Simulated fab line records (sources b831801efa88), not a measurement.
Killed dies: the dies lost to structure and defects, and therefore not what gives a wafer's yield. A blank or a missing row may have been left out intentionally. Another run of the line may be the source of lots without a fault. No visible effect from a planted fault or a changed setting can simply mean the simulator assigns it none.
Which of the tools did it? | flow gf180mcu | 14 lots, 42 wafers sampled, at 2 steps of a route of 602

## WHAT THE GAUGES READ, wafer by wafer
GF_V3_BOW_MEAS_05.
lot  | measured     | on            | V3_BOW (um)
L652 | day 21 14:55 | film-metro-03 | 107 112 112
L654 | day 22 08:30 | film-metro-01 | 135 134 128
L655 | day 22 13:24 | film-metro-03 | 114 113 94
L656 | day 22 20:03 | film-metro-01 | 101 112 107
L658 | day 23 10:54 | film-metro-04 | 113 123 120
L659 | day 24 00:18 | film-metro-04 | 126 114 135
L660 | day 24 10:14 | film-metro-01 | 108 115 107
L664 | day 25 12:21 | film-metro-04 | 143 132 131
L669 | day 27 04:55 | film-metro-04 | 117 124 115
L670 | day 27 08:16 | film-metro-04 | 109 106 91
L671 | day 27 22:41 | film-metro-04 | 116 124 113
L673 | day 28 09:32 | film-metro-03 | 122 117 127
L674 | day 28 11:56 | film-metro-01 | 119 122 113
L675 | day 28 20:51 | film-metro-01 | 133 113 123

GF_V3_OVL_MEAS_15.
lot  | measured     | on         | V3_OVL (nm)
L652 | day 22 13:42 | overlay-01 | -5 4 1
L654 | day 23 07:25 | overlay-01 | 8 9 11
L655 | day 23 12:28 | overlay-01 | -17 -12 -9
L656 | day 23 19:13 | overlay-02 | 2 5 6
L658 | day 24 08:56 | overlay-02 | -1 -9 -7
L659 | day 24 22:16 | overlay-01 | 1 -1 4
L660 | day 25 08:08 | overlay-02 | -1 1 -5
L664 | day 26 10:07 | overlay-01 | -7 -6 -6
L669 | day 28 01:10 | overlay-02 | 0 -4 -2
L670 | day 28 04:37 | overlay-02 | 3 -1 -1
L671 | day 28 18:36 | overlay-01 | 2 9 -1
L673 | day 29 04:55 | overlay-01 | 1 -4 -4
L674 | day 29 07:15 | overlay-02 | -9 -5 -10
L675 | day 29 15:43 | overlay-01 | -5 2 -3

## WHICH TOOL RAN EACH LOT (tool, then ch and the chambers of the sampled wafers, then the start)
No process step before these readings appears in the record.

## WHAT THE TOOLS THEMSELVES READ (means of the sampled wafers that have a number; where no wafer has one, the mark that the record gives instead)
The record holds no such reading with a usual standard deviation.

## THE ANSWER, worked out from the rows above alone
Rule: usual is defined by the lots themselves. The widest of any qualifying gaps counts: lots, ordered by their means at a reading, are off when they make up no more than a third of the lots, leave a main group of 4 or more, and stand apart from it by 3 or more times the standard deviation of that group's means. A main group is skipped when, at the precision printed for the reading in the tables above, its means are all equal. Also off: a lot with no number at a reading for which 4 or more lots have one. The other lots that the step has rows for count as sound. After the gauges, taken in route order, come the tools' own readings; for these a lot's mean is taken, as printed above. The first step at which some lot is off is used, and at that step the reading that is off furthest; a lot without a number counts as furthest.
None of the lots is off at any reading shown; this tells nothing.

## WHAT THE SIMULATOR PUT IN
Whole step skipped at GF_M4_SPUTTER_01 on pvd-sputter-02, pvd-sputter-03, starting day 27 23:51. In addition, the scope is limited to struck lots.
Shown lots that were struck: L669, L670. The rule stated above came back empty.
